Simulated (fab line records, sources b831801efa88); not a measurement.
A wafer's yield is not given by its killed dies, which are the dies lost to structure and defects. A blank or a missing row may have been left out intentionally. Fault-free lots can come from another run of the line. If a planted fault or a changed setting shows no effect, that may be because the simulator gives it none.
Which tool did it? + flow gf180mcu + Sampling: 11 lots, 33 wafers, 5 of 602 route steps

== WHAT THE GAUGES READ, wafer by wafer ==
GF_M4_THK_MEAS_06: measures by xrf.
| lot  | measured     | on            | M4_ALCU_THK (nm)        |
|------|--------------|---------------|-------------------------|
| L893 | day 23 03:53 | film_metro-01 | 432 438 438             |
| L894 | day 23 10:47 | film_metro-04 | 450 450 451             |
| L896 | day 23 23:05 | film_metro-04 | 448 449 440             |
| L898 | day 25 02:36 | film_metro-03 | 444 443 449             |
| L899 | day 25 07:07 | film_metro-03 | 457 477 457 456 473 456 |
| L903 | day 26 15:34 | film_metro-04 | 444 459 443             |
| L909 | day 28 04:52 | film_metro-04 | 444 444 451             |
| L910 | day 28 20:32 | film_metro-04 | 453 456 452             |
| L911 | day 28 20:52 | film_metro-03 | 455 452 452             |
| L913 | day 29 08:01 | film_metro-04 | 453 452 455             |
| L915 | day 29 18:29 | film_metro-03 | 453 448 451             |

GF_V5_THK_MEAS_01.
| lot  | measured     | on            | V5_CVD_00_THK (nm) |
|------|--------------|---------------|--------------------|
| L893 | day 26 22:29 | film_metro-01 | 303.4 305.6 301.2  |
| L894 | day 27 05:49 | film_metro-02 | 297.7 298.0 299.1  |
| L896 | day 27 15:52 | film_metro-03 | 296.0 296.7 294.2  |
| L898 | day 28 15:38 | film_metro-03 | 299.5 302.5 297.9  |
| L899 | day 28 19:05 | film_metro-01 | 302.7 296.8 301.3  |
| L903 | day 29 17:50 | film_metro-03 | 300.1 299.4 305.1  |
| L909 | day 31 12:38 | film_metro-01 | 303.6 298.7 303.2  |
| L910 | day 32 01:43 | film_metro-03 | 300.7 293.0 298.5  |
| L911 | day 32 02:05 | film_metro-01 | 299.0 299.7 299.6  |
| L913 | day 32 11:05 | film_metro-03 | 298.2 299.1 296.4  |
| L915 | day 32 20:10 | film_metro-02 | 301.8 293.9 297.7  |

== WHICH TOOL RAN EACH LOT (tool, then ch and the chambers of the sampled wafers, then the start) ==
| lot  | GF_V3_CMP_26                  | GF_M4_SPUTTER_04             | GF_MIM_STRIP_20                      |
|------|-------------------------------|------------------------------|--------------------------------------|
| L893 | cmp-01 ch 0,1,2, day 23 03:14 | pvd_sputter-01, day 23 03:43 | plasma_asher-01 ch 0,1, day 26 01:10 |
| L894 | cmp-02 ch 0,2, day 23 10:08   | pvd_sputter-01, day 23 10:37 | plasma_asher-03 ch 0,1, day 26 07:05 |
| L896 | cmp-01 ch 1,2, day 23 22:26   | pvd_sputter-04, day 23 22:55 | plasma_asher-03 ch 0,1, day 26 18:35 |
| L898 | cmp-02 ch 0,2,3, day 25 02:04 | pvd_sputter-02, day 25 02:26 | plasma_asher-01 ch 0,1, day 27 19:17 |
| L899 | cmp-01 ch 0,1,2, day 25 06:29 | pvd_sputter-02, day 25 06:58 | plasma_asher-04 ch 0,1, day 27 23:10 |
| L903 | cmp-02 ch 0,1,2, day 26 08:18 | pvd_sputter-02, day 26 08:47 | plasma_asher-03 ch 0,1, day 28 21:56 |
| L909 | cmp-02 ch 1,2,3, day 28 04:16 | pvd_sputter-04, day 28 04:42 | plasma_asher-03 ch 0,1, day 30 17:26 |
| L910 | cmp-02 ch 1,3, day 28 19:57   | pvd_sputter-02, day 28 20:23 | plasma_asher-01 ch 0, day 31 06:51   |
| L911 | cmp-02 ch 0,1, day 28 20:15   | pvd_sputter-01, day 28 20:41 | plasma_asher-04 ch 0,1, day 31 07:02 |
| L913 | cmp-02 ch 1,2,3, day 29 07:23 | pvd_sputter-04, day 29 07:52 | plasma_asher-03 ch 0,1, day 31 16:59 |
| L915 | cmp-02 ch 0,2,3, day 29 17:50 | pvd_sputter-02, day 29 18:19 | plasma_asher-01 ch 0,1, day 32 02:29 |
- GF_V3_CMP_26: polishes, stops on SiO2, t overpolish 15 s, target thk 0 nm.
- GF_M4_SPUTTER_04: material TiN, target thk 50 nm, time 41.7 s.
- GF_MIM_STRIP_20: strips in O2/N2.

== WHAT THE TOOLS THEMSELVES READ (means of the sampled wafers that have a number; where no wafer has one, the mark that the record gives instead) ==
GF_V3_CMP_26.
| lot  | tool   | motor_current_A (A) | overpolish_run_s (s) | time_to_endpoint_s (s) |
|------|--------|---------------------|----------------------|------------------------|
| L893 | cmp-01 | 11.2                | 14.996               | 88                     |
| L894 | cmp-02 | 11.9                | 15.004               | 84                     |
| L896 | cmp-01 | 11.5                | 15.008               | 88                     |
| L898 | cmp-02 | 11.5                | 14.998               | 81                     |
| L899 | cmp-01 | 11.6                | 15.000               | 79                     |
| L903 | cmp-02 | 12.4                | 14.988               | 79                     |
| L909 | cmp-02 | 12.1                | 14.999               | 85                     |
| L910 | cmp-02 | 12.5                | 15.000               | 87                     |
| L911 | cmp-02 | 12.1                | 14.996               | 84                     |
| L913 | cmp-02 | 12.2                | 15.000               | 86                     |
| L915 | cmp-02 | 11.9                | 15.001               | 84                     |

GF_M4_SPUTTER_04.
| lot  | tool           | cathode_dc_power_W (W) | throttle_valve_pct (%) |
|------|----------------|------------------------|------------------------|
| L893 | pvd_sputter-01 | 6500.0                 | 30.4                   |
| L894 | pvd_sputter-01 | 6500.0                 | 29.5                   |
| L896 | pvd_sputter-04 | 6499.9                 | 30.5                   |
| L898 | pvd_sputter-02 | 6500.3                 | 29.1                   |
| L899 | pvd_sputter-02 | 5747.6                 | 29.7                   |
| L903 | pvd_sputter-02 | 5748.3                 | 29.3                   |
| L909 | pvd_sputter-04 | 6500.2                 | 30.6                   |
| L910 | pvd_sputter-02 | 6500.3                 | 29.2                   |
| L911 | pvd_sputter-01 | 6500.8                 | 30.6                   |
| L913 | pvd_sputter-04 | 6500.1                 | 30.4                   |
| L915 | pvd_sputter-02 | 6500.3                 | 29.7                   |

GF_MIM_STRIP_20.
| lot  | tool            | drypump_motor_current_A (A) | heater_power_w (W) | oes_product_au (a.u.) | strip_time_to_endpoint_s (s) |
|------|-----------------|-----------------------------|--------------------|-----------------------|------------------------------|
| L893 | plasma_asher-01 | 5.3                         | 288                | 0.691                 | 11.16                        |
| L894 | plasma_asher-03 | 5.7                         | 340                | 0.686                 | 11.11                        |
| L896 | plasma_asher-03 | 5.7                         | 357                | 0.690                 | 11.21                        |
| L898 | plasma_asher-01 | 5.3                         | 285                | 0.691                 | 11.18                        |
| L899 | plasma_asher-04 | 5.8                         | 350                | 0.691                 | 11.18                        |
| L903 | plasma_asher-03 | 5.7                         | 358                | 0.690                 | 11.18                        |
| L909 | plasma_asher-03 | 5.7                         | 347                | 0.689                 | 11.26                        |
| L910 | plasma_asher-01 | 6.1                         | 308                | 0.689                 | 11.22                        |
| L911 | plasma_asher-04 | 5.8                         | 349                | 0.689                 | 11.17                        |
| L913 | plasma_asher-03 | 5.7                         | 361                | 0.692                 | 11.23                        |
| L915 | plasma_asher-01 | 5.7                         | 297                | 0.689                 | 11.14                        |

== THE ANSWER, worked out from the rows above alone ==
Rule: what is usual is taken from the lots themselves. Put in order of their means at a reading, lots are off if they are a third of the lots or fewer, leave a main group of 4 or more, and stand apart from it by a gap of 3 or more times the standard deviation of the main group's means; of several such gaps the widest counts. A main group whose means are all the same, to the digits that the tables above print for the reading, isn't used. A lot without any number at a reading at which 4 lots or more have one is off too. All remaining lots with rows at the step are treated as sound. After the gauges, taken in route order, come the tools' own readings; for these a lot's mean is taken, as printed above. At the first step where some lot is off, the reading lying furthest off is the one used; lots without a number count as furthest.
Off, at GF_M4_SPUTTER_04 on cathode_dc_power_W: L899, L903. The main group has a mean of 6500.2 W with a standard deviation of 0.25.
If a tool, at that step or one of the process steps before it, ran each lot that is off and ran no sound lot following the first of them, it fits. No candidate that was tried fits.

== WHAT THE SIMULATOR HAD PUT IN ==
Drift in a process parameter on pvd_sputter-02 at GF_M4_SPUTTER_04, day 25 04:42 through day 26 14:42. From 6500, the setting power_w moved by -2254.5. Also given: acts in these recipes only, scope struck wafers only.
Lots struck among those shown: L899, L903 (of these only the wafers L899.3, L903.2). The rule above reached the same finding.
